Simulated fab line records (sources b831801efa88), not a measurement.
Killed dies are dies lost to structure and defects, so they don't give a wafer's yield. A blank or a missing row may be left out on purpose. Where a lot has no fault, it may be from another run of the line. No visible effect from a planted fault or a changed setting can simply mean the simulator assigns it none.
Chamber matching || flow gf180mcu || GF_V4_CVD_02 on pecvd-04: 3 sister chambers
The step deposits SiO2 from TEOS, target thk 850 nm, time 94.851 s. 22 wafers are shown with their chamber, then 11 later ones without.

## WAFERS PAIRED WITH THEIR CHAMBERS
{"wafer": "L075.3", "chamber": 1, "heaterPowerW (W)": 676}
{"wafer": "L075.5", "chamber": 1, "heaterPowerW (W)": 546}
{"wafer": "L075.6", "chamber": 2, "heaterPowerW (W)": 717}
{"wafer": "L077.1", "chamber": 2, "heaterPowerW (W)": 671}
{"wafer": "L077.5", "chamber": 0, "heaterPowerW (W)": 637}
{"wafer": "L077.6", "chamber": 1, "heaterPowerW (W)": 604}
{"wafer": "L078.2", "chamber": 0, "heaterPowerW (W)": 617}
{"wafer": "L078.3", "chamber": 1, "heaterPowerW (W)": 677}
{"wafer": "L078.5", "chamber": 0, "heaterPowerW (W)": 662}
{"wafer": "L079.2", "chamber": 0, "heaterPowerW (W)": 621}
{"wafer": "L079.3", "chamber": 1, "heaterPowerW (W)": 654}
{"wafer": "L079.4", "chamber": 0, "heaterPowerW (W)": 657}
{"wafer": "L081.4", "chamber": 1, "heaterPowerW (W)": 538}
{"wafer": "L081.5", "chamber": 2, "heaterPowerW (W)": 745}
{"wafer": "L081.6", "chamber": 0, "heaterPowerW (W)": 628}
{"wafer": "L083.2", "chamber": 0, "heaterPowerW (W)": 658}
{"wafer": "L083.4", "chamber": 0, "heaterPowerW (W)": 553}
{"wafer": "L083.6", "chamber": 1, "heaterPowerW (W)": 535}
{"wafer": "L085.1", "chamber": 0, "heaterPowerW (W)": 604}
{"wafer": "L085.5", "chamber": 2, "heaterPowerW (W)": 732}
{"wafer": "L085.6", "chamber": 1, "heaterPowerW (W)": 537}
{"wafer": "L086.3", "chamber": 1, "heaterPowerW (W)": 661}

SIGNATURES (means of the wafers above)
{"reading": "heaterPowerW", "chamber 0": 626.33, "chamber 1": 603.11, "chamber 2": 716.25, "scatter within a chamber": 49}
Rule: a wafer's distance from a chamber is the root of the sum, over the readings, of the square of ((its reading less the chamber's mean) divided by the reading's scatter). The wafer belongs to the nearest chamber; if the next one is less than 2 further off, it can't be placed. The scatter: take each reading less its chamber's mean, square it, sum over the shown wafers, divide by the number of wafers less the number of chambers, and take the root.

## WAFERS WITH NO CHAMBER GIVEN
{"wafer": "L086.4", "heaterPowerW (W)": 658}
{"wafer": "L086.5", "heaterPowerW (W)": 552}
{"wafer": "L089.2", "heaterPowerW (W)": 626}
{"wafer": "L089.3", "heaterPowerW (W)": 658}
{"wafer": "L089.6", "heaterPowerW (W)": 670}
{"wafer": "L090.2", "heaterPowerW (W)": 696}
{"wafer": "L090.3", "heaterPowerW (W)": 603}
{"wafer": "L090.4", "heaterPowerW (W)": 648}
{"wafer": "L095.2", "heaterPowerW (W)": 607}
{"wafer": "L095.5", "heaterPowerW (W)": 601}
{"wafer": "L095.6", "heaterPowerW (W)": 702}

## CHAMBER TAKEN BY EACH
{"wafer": "L086.4", "from the rows above": "can't be placed: 0 or 1 or 2", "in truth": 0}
{"wafer": "L086.5", "from the rows above": "can't be placed: 1 or 0", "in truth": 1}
{"wafer": "L089.2", "from the rows above": "can't be placed: 0 or 1 or 2", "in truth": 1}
{"wafer": "L089.3", "from the rows above": "can't be placed: 0 or 1 or 2", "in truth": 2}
{"wafer": "L089.6", "from the rows above": "can't be placed: 0 or 2 or 1", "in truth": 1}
{"wafer": "L090.2", "from the rows above": "can't be placed: 2 or 0 or 1", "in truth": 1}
{"wafer": "L090.3", "from the rows above": "can't be placed: 1 or 0", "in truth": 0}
{"wafer": "L090.4", "from the rows above": "can't be placed: 0 or 1 or 2", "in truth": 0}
{"wafer": "L095.2", "from the rows above": "can't be placed: 1 or 0", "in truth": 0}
{"wafer": "L095.5", "from the rows above": "can't be placed: 1 or 0", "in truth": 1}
{"wafer": "L095.6", "from the rows above": "can't be placed: 2 or 0 or 1", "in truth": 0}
0 of 11 placed correctly. Can't be placed from these rows: 11 (the true chamber is among the candidates in 11). Number placed wrongly: 0.
